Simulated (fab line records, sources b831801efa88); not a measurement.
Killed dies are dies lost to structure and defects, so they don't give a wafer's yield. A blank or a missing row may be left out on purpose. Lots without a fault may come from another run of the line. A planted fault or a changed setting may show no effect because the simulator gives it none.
Chamber matching | flow sky130 | SKY_FIELD_ISO_CMP_27 on cmp-02: 4 sister chambers
The step polishes, stops on Si3N4, t overpolish 16 s, target thk 457.8 nm. 16 wafers are shown with their chamber, then 8 later ones without.

WAFERS WITH THEIR CHAMBER
wafer  | chamber | motor_current_A (A) | overpolish_run_s (s) | edge_zone_pressure_frac
L650.3 | 3       | 13.7                | 15.979               | 1.006
L650.5 | 0       | 12.4                | 15.999               | 0.998
L650.6 | 3       | 13.2                | 15.991               | 0.997
L652.2 | 0       | 11.3                | 15.981               | 1.005
L652.3 | 2       | 12.2                | 16.013               | 0.998
L652.5 | 0       | 11.7                | 15.988               | 1.002
L654.1 | 0       | 11.8                | 16.000               | 1.000
L654.2 | 2       | 12.7                | 15.994               | 1.004
L654.5 | 0       | 11.7                | 15.996               | 1.000
L655.1 | 3       | 13.2                | 16.006               | 1.000
L655.2 | 1       | 11.7                | 15.995               | 1.003
L655.6 | 0       | 11.8                | 15.999               | 1.000
L657.1 | 3       | 13.2                | 15.999               | 1.006
L657.4 | 2       | 12.2                | 16.000               | 1.001
L657.6 | 3       | 13.4                | 15.993               | 0.994
L665.1 | 2       | 12.8                | 16.000               | 1.004

SIGNATURES (means of the wafers above)
reading                 | chamber 0 | chamber 1 | chamber 2 | chamber 3 | scatter within a chamber
motor_current_A         | 11.783    | 11.700    | 12.475    | 13.340    | 0.307
overpolish_run_s        | 15.99383  | 15.99500  | 16.00175  | 15.99360  | 0.00862
edge_zone_pressure_frac | 1.00083   | 1.00300   | 1.00175   | 1.00060   | 0.00375
Rule: a wafer's distance from a chamber is the root of the sum, over the readings, of the square of ((its reading less the chamber's mean) divided by the reading's scatter). The wafer belongs to the nearest chamber; if the next one is less than 2 further off, it can't be placed. The scatter: the root of (the sum of the squares of (reading less its chamber's mean) over the shown wafers, divided by (wafers less chambers)).

WAFERS WITHOUT THEIR CHAMBER
wafer  | motor_current_A (A) | overpolish_run_s (s) | edge_zone_pressure_frac
L665.4 | 13.3                | 15.998               | 0.994
L665.6 | 13.0                | 15.995               | 0.999
L667.1 | 13.0                | 16.008               | 1.005
L667.3 | 13.3                | 16.018               | 0.998
L667.4 | 11.8                | 15.995               | 1.003
L668.2 | 11.6                | 16.016               | 1.006
L668.5 | 12.7                | 15.998               | 1.003
L668.6 | 11.8                | 16.004               | 0.994

WHICH CHAMBER EACH WENT THROUGH
wafer  | from the rows above          | in truth
L665.4 | can't be placed: 3 or 2      | 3
L665.6 | can't be placed: 3 or 2      | 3
L667.1 | can't be placed: 2 or 3      | 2
L667.3 | can't be placed: 3 or 2      | 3
L667.4 | can't be placed: 1 or 0      | 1
L668.2 | can't be placed: 1 or 0 or 2 | 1
L668.5 | can't be placed: 2 or 3      | 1
L668.6 | can't be placed: 0 or 1 or 2 | 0
Placed correctly: 0 of 8. Can't be placed from these rows: 8 (the true chamber is among the candidates in 7). Placed wrongly: 0.
